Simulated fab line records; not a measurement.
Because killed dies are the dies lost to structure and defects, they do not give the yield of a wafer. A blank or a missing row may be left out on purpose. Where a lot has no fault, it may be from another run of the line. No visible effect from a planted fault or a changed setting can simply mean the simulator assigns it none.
The tool behind it: which one? || flow sky130 || 12 lots with 36 wafers sampled at 4 steps, on a route of 708 steps

== WHAT THE GAUGES READ, wafer by wafer ==
SKY_METAL1_THK_MEAS_06: measures by xrf.
{"lot": "L075", "measured": "day 31 18:20", "on": "film-metro-02", "METAL1_ALCU_THK (nm)": "242 243 245"}
{"lot": "L077", "measured": "day 32 21:13", "on": "film-metro-01", "METAL1_ALCU_THK (nm)": "253 252 254"}
{"lot": "L079", "measured": "day 33 08:41", "on": "film-metro-01", "METAL1_ALCU_THK (nm)": "242 240 241"}
{"lot": "L081", "measured": "day 34 04:22", "on": "film-metro-04", "METAL1_ALCU_THK (nm)": "253 254 255"}
{"lot": "L083", "measured": "day 34 20:16", "on": "film-metro-01", "METAL1_ALCU_THK (nm)": "254 257 256"}
{"lot": "L085", "measured": "day 35 05:37", "on": "film-metro-01", "METAL1_ALCU_THK (nm)": "250 253 252"}
{"lot": "L087", "measured": "day 36 05:01", "on": "film-metro-02", "METAL1_ALCU_THK (nm)": "249 247 248"}
{"lot": "L089", "measured": "day 36 23:59", "on": "film-metro-04", "METAL1_ALCU_THK (nm)": "249 247 249"}
{"lot": "L091", "measured": "day 37 05:46", "on": "film-metro-01", "METAL1_ALCU_THK (nm)": "246 246 246"}
{"lot": "L093", "measured": "day 37 16:53", "on": "film-metro-01", "METAL1_ALCU_THK (nm)": "246 247 245"}
{"lot": "L095", "measured": "day 38 08:08", "on": "film-metro-02", "METAL1_ALCU_THK (nm)": "245 244 246"}
{"lot": "L096", "measured": "day 39 12:51", "on": "film-metro-04", "METAL1_ALCU_THK (nm)": "249 249 249"}

== WHAT TOOL EACH LOT RAN ON (gives the tool, then ch and the chambers of the sampled wafers, and finally the start) ==
{"lot": "L075", "SKY_POLY_GATE_ETCH_17": "rie-si-02 ch 1,2, day 16 11:52", "SKY_SD_N_STRIP_11": "plasma-asher-01 ch 0,1, day 27 22:54", "SKY_CONTACT_ETCH_16": "rie-diel-04 ch 0,1,2, day 31 16:35"}
{"lot": "L077", "SKY_POLY_GATE_ETCH_17": "rie-si-02 ch 0,2,3, day 17 05:00", "SKY_SD_N_STRIP_11": "plasma-asher-04 ch 0,1, day 29 02:25", "SKY_CONTACT_ETCH_16": "rie-diel-02 ch 1,2,3, day 32 19:13"}
{"lot": "L079", "SKY_POLY_GATE_ETCH_17": "rie-si-01 ch 0,1, day 18 08:10", "SKY_SD_N_STRIP_11": "plasma-asher-01 ch 0,1, day 29 15:37", "SKY_CONTACT_ETCH_16": "rie-diel-04 ch 0,1,2, day 33 06:59"}
{"lot": "L081", "SKY_POLY_GATE_ETCH_17": "rie-si-01 ch 1,2,3, day 19 05:10", "SKY_SD_N_STRIP_11": "plasma-asher-04 ch 0,1, day 30 12:50", "SKY_CONTACT_ETCH_16": "rie-diel-04 ch 0,2, day 34 02:43"}
{"lot": "L083", "SKY_POLY_GATE_ETCH_17": "rie-si-02 ch 1,3, day 19 20:45", "SKY_SD_N_STRIP_11": "plasma-asher-01 ch 0,1, day 31 05:07", "SKY_CONTACT_ETCH_16": "rie-diel-02 ch 0,2,3, day 34 18:38"}
{"lot": "L085", "SKY_POLY_GATE_ETCH_17": "rie-si-02 ch 0,3, day 20 10:12", "SKY_SD_N_STRIP_11": "plasma-asher-01 ch 0, day 31 16:09", "SKY_CONTACT_ETCH_16": "rie-diel-03 ch 0,3, day 35 03:59"}
{"lot": "L087", "SKY_POLY_GATE_ETCH_17": "rie-si-02 ch 0,2, day 21 12:58", "SKY_SD_N_STRIP_11": "plasma-asher-02 ch 0,1, day 32 16:20", "SKY_CONTACT_ETCH_16": "rie-diel-04 ch 0,1, day 36 03:17"}
{"lot": "L089", "SKY_POLY_GATE_ETCH_17": "rie-si-02 ch 2,3, day 22 00:00", "SKY_SD_N_STRIP_11": "plasma-asher-02 ch 1, day 33 11:46", "SKY_CONTACT_ETCH_16": "rie-diel-02 ch 2,3, day 36 22:20"}
{"lot": "L091", "SKY_POLY_GATE_ETCH_17": "rie-si-02 ch 2,3, day 22 18:42", "SKY_SD_N_STRIP_11": "plasma-asher-02 ch 0,1, day 33 18:21", "SKY_CONTACT_ETCH_16": "rie-diel-02 ch 2,3, day 37 04:08"}
{"lot": "L093", "SKY_POLY_GATE_ETCH_17": "rie-si-02 ch 0,1,3, day 23 08:31", "SKY_SD_N_STRIP_11": "plasma-asher-04 ch 0,1, day 34 04:27", "SKY_CONTACT_ETCH_16": "rie-diel-04 ch 0,1,3, day 37 15:10"}
{"lot": "L095", "SKY_POLY_GATE_ETCH_17": "rie-si-02 ch 2,3, day 24 02:58", "SKY_SD_N_STRIP_11": "plasma-asher-02 ch 0,1, day 34 20:47", "SKY_CONTACT_ETCH_16": "rie-diel-03 ch 0,1, day 38 06:25"}
{"lot": "L096", "SKY_POLY_GATE_ETCH_17": "rie-si-02 ch 0,1,2, day 25 09:37", "SKY_SD_N_STRIP_11": "plasma-asher-01 ch 0,1, day 36 02:00", "SKY_CONTACT_ETCH_16": "rie-diel-03 ch 0,2, day 39 11:10"}
- SKY_POLY_GATE_ETCH_17: etches poly-Si in HBr/Cl2, stops on SiO2, target depth 180 nm, time 70.5 s.
- SKY_SD_N_STRIP_11: strips in O2/N2.
- SKY_CONTACT_ETCH_16: etches BARC in N2/H2, stops on SiO2, time 45.9 s, target depth 60 nm.

== THE ANSWER, worked out from the rows above alone ==
Rule: the lots themselves supply what counts as usual. Put in order of their means at a reading, lots are off if they are a third of the lots or fewer, leave a main group of 4 or more, and stand apart from it by a gap of 3 or more times the standard deviation of the main group's means; of several such gaps the widest counts. A main group whose means are all the same, to the digits that the tables above print for the reading, isn't used. A lot without any number at a reading at which 4 lots or more have one is off too. All remaining lots with rows at the step are treated as sound.
Nothing can be told from this: no lot is off at any reading shown.

== WHAT THE SIMULATOR PUT IN ==
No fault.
